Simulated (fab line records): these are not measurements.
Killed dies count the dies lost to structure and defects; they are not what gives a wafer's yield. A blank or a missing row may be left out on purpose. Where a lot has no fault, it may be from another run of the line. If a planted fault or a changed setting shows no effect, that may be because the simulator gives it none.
Matching of chambers | flow sfq-line | SFQ_TRILAYER_I7_CMP_CMP_184 on cmp-01 has 4 sister chambers
The step polishes SiO2. 4 wafers are shown with their chamber, then 9 later ones without.

## WAFERS WITH THEIR CHAMBER
wafer  | chamber | motor-current-A (A)
L338.3 | 3       | 10.0
L340.1 | 2       | 10.3
L340.5 | 1       | 12.0
L340.6 | 0       | 8.8

## WAFERS WHOSE CHAMBER IS MISSING
wafer  | motor-current-A (A)
L342.1 | 12.0
L342.2 | 8.3
L342.6 | 12.3
L344.1 | 8.9
L344.2 | 9.8
L344.3 | 10.3
L347.1 | 10.2
L347.4 | 12.2
L347.5 | 9.2

## EACH ONE'S CHAMBER
wafer  | from the rows above     | in truth
L342.1 | 1                       | 1
L342.2 | 0                       | 0
L342.6 | 1                       | 1
L344.1 | 0                       | 0
L344.2 | can't be placed: 3 or 2 | 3
L344.3 | can't be placed: 2 or 3 | 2
L347.1 | can't be placed: 2 or 3 | 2
L347.4 | 1                       | 1
L347.5 | can't be placed: 0 or 3 | 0
Placed correctly: 5 of 9. Cannot be placed on the basis of these rows: 4; the candidates contain the true chamber in 4. Wrongly placed: 0.
How it was worked out, from the rows above alone: a wafer's distance from a chamber is the root of the sum, over the readings, of the square of ((its reading less the chamber's mean) divided by the reading's scatter). If the next closest chamber is less than 2 further off than the closest, the wafer can't be placed; otherwise it belongs to the closest. Each chamber's mean is taken over the wafers shown for it. The scatter: with one shown wafer a chamber, the root of the mean of the squares of how far each hidden wafer lies from its nearest shown one.
